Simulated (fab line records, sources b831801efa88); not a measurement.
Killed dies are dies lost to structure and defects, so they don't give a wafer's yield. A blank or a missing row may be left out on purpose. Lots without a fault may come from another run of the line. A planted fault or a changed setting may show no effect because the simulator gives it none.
Which tool did it? | flow sky130 | 13 lots, 39 wafers sampled, at 4 steps of a route of 708

WHAT THE GAUGES READ, wafer by wafer
SKY_LDD_P_TW_MEAS_11. Usual: LDD_P_TW 632, standard deviation 9.9.
lot  | measured     | on            | LDD_P_TW    | flag
L602 | day 19 17:54 | film_metro-04 | 647 645 641 |
L606 | day 21 04:20 | film_metro-03 | 626 631 628 |
L609 | day 21 17:00 | film_metro-03 | 628 628 629 |
L608 | day 21 21:52 | film_metro-03 | 627 628 631 |
L610 | day 22 05:52 | film_metro-03 | 631 630 628 |
L611 | day 22 19:42 | film_metro-01 | 622 623 622 |
L613 | day 23 10:11 | film_metro-03 | 628 627 629 |
L614 | day 23 15:40 | film_metro-04 | 649 650 650 |
L615 | day 24 04:14 | film_metro-04 | 648 648 648 |
L616 | day 24 08:06 | film_metro-01 | 631 627 631 |
L621 | day 26 01:56 | film_metro-01 | 30 29 30    | OFF
L623 | day 26 19:38 | film_metro-01 | 29 29 30    | OFF
L625 | day 27 07:47 | film_metro-03 | 628 628 627 |

SKY_LDD_HVN_TW_MEAS_10. Usual: LDD_HVN_TW 1419, standard deviation 8.
lot  | measured     | on            | LDD_HVN_TW     | flag
L602 | day 21 00:16 | film_metro-01 | 1420 1417 1417 |
L606 | day 22 11:19 | film_metro-01 | 1406 1411 1398 |
L609 | day 22 23:38 | film_metro-02 | 1422 1422 1421 |
L608 | day 23 04:31 | film_metro-02 | 1410 1416 1420 |
L610 | day 23 11:43 | film_metro-03 | 1423 1424 1421 |
L611 | day 24 01:44 | film_metro-01 | 1419 1422 1428 |
L613 | day 24 15:55 | film_metro-01 | 1423 1419 1425 |
L614 | day 24 21:49 | film_metro-01 | 1428 1427 1417 |
L615 | day 25 09:42 | film_metro-01 | 1406 1406 1406 |
L616 | day 25 13:44 | film_metro-03 | 1424 1421 1426 |
L621 | day 27 07:02 | film_metro-02 | 1419 1417 1425 |
L623 | day 28 00:10 | film_metro-03 | 1429 1421 1421 |
L625 | day 28 12:50 | film_metro-03 | 1420 1431 1419 |

WHICH TOOL RAN EACH LOT (tool, then ch and the chambers of the sampled wafers, then the start)
lot  | SKY_RES_PROTECT_STRIP_07             | SKY_LDD_P_DEVELOP_06
L602 | plasma_asher-01 ch 0, day 15 20:55   | litho_track-04 ch 0, day 19 17:20
L606 | plasma_asher-01 ch 1, day 16 22:28   | litho_track-03 ch 0, day 21 03:47
L609 | plasma_asher-03 ch 0,1, day 17 14:50 | litho_track-03 ch 0, day 21 16:25
L608 | plasma_asher-02 ch 1, day 17 20:44   | litho_track-02 ch 0, day 21 21:19
L610 | plasma_asher-03 ch 0,1, day 18 03:17 | litho_track-03 ch 0, day 22 05:19
L611 | plasma_asher-01 ch 0,1, day 18 17:59 | litho_track-04 ch 0, day 22 19:08
L613 | plasma_asher-02 ch 0,1, day 19 09:29 | litho_track-03 ch 0, day 23 09:38
L614 | plasma_asher-01 ch 0,1, day 19 15:46 | litho_track-04 ch 0, day 23 15:07
L615 | plasma_asher-01 ch 0,1, day 20 02:20 | litho_track-03 ch 0, day 24 03:43
L616 | plasma_asher-01 ch 0,1, day 20 06:46 | litho_track-04 ch 0, day 24 07:32
L621 | plasma_asher-03 ch 0,1, day 22 04:07 | litho_track-02 ch 0, day 26 01:25
L623 | plasma_asher-03 ch 0,1, day 22 21:35 | litho_track-02 ch 0, day 26 19:02
L625 | plasma_asher-03 ch 0,1, day 23 11:01 | litho_track-03 ch 0, day 27 07:16
- SKY_RES_PROTECT_STRIP_07: strips in O2/N2.
- SKY_LDD_P_DEVELOP_06: develop time 60 s.

WHAT THE TOOLS THEMSELVES READ (means of the sampled wafers that have a number; where no wafer has one, the mark that the record gives instead)
SKY_RES_PROTECT_STRIP_07. Usual: drypump_motor_current_A 5.5 A, standard deviation 0.35; oes_product_au 0.517 a.u., standard deviation 0.0045; strip_time_to_endpoint_s 23.30 s, standard deviation 0.046.
lot  | tool            | drypump_motor_current_A (A) | oes_product_au (a.u.) | strip_time_to_endpoint_s (s) | flag
L602 | plasma_asher-01 | 5.4                         | 0.524                 | 23.29                        |
L606 | plasma_asher-01 | 5.3                         | 0.516                 | 23.29                        |
L609 | plasma_asher-03 | 5.9                         | 0.518                 | 23.35                        |
L608 | plasma_asher-02 | 5.9                         | 0.517                 | 23.32                        |
L610 | plasma_asher-03 | 5.9                         | 0.520                 | 23.32                        |
L611 | plasma_asher-01 | 5.3                         | 0.517                 | 23.30                        |
L613 | plasma_asher-02 | 5.4                         | 0.517                 | 23.15                        | OFF
L614 | plasma_asher-01 | 5.4                         | 0.517                 | 23.36                        |
L615 | plasma_asher-01 | 5.4                         | 0.515                 | 23.24                        |
L616 | plasma_asher-01 | 5.3                         | 0.515                 | 23.27                        |
L621 | plasma_asher-03 | 5.6                         | 0.514                 | 23.29                        |
L623 | plasma_asher-03 | 5.6                         | 0.516                 | 23.26                        |
L625 | plasma_asher-03 | 5.9                         | 0.516                 | 23.31                        |

THE ANSWER, worked out from the rows above alone
Rule: a lot is off if the mean of its wafers that have a number lies more than 3 standard deviations from the usual mean. A lot without any number at a reading at which 4 lots or more have one is off too. The other lots that the step has rows for count as sound. The gauges are gone through in route order, then the tools' own readings, and for those a lot's mean is taken as printed above. The first step at which some lot is off is used, and at that step the reading that is off furthest; a lot without a number counts as furthest.
Off: L621, L623, at SKY_LDD_P_TW_MEAS_11 (LDD_P_TW).
A tool fits if, at a process step before that reading, it ran every lot that is off, and no sound lot after the first of them. The gauges at SKY_LDD_P_TW_MEAS_11 are tried like those tools. Can't be told from this: 2 tools fit, litho_track-02 at SKY_LDD_P_DEVELOP_06, film_metro-01 at SKY_LDD_P_TW_MEAS_11.

WHAT THE SIMULATOR HAD PUT IN
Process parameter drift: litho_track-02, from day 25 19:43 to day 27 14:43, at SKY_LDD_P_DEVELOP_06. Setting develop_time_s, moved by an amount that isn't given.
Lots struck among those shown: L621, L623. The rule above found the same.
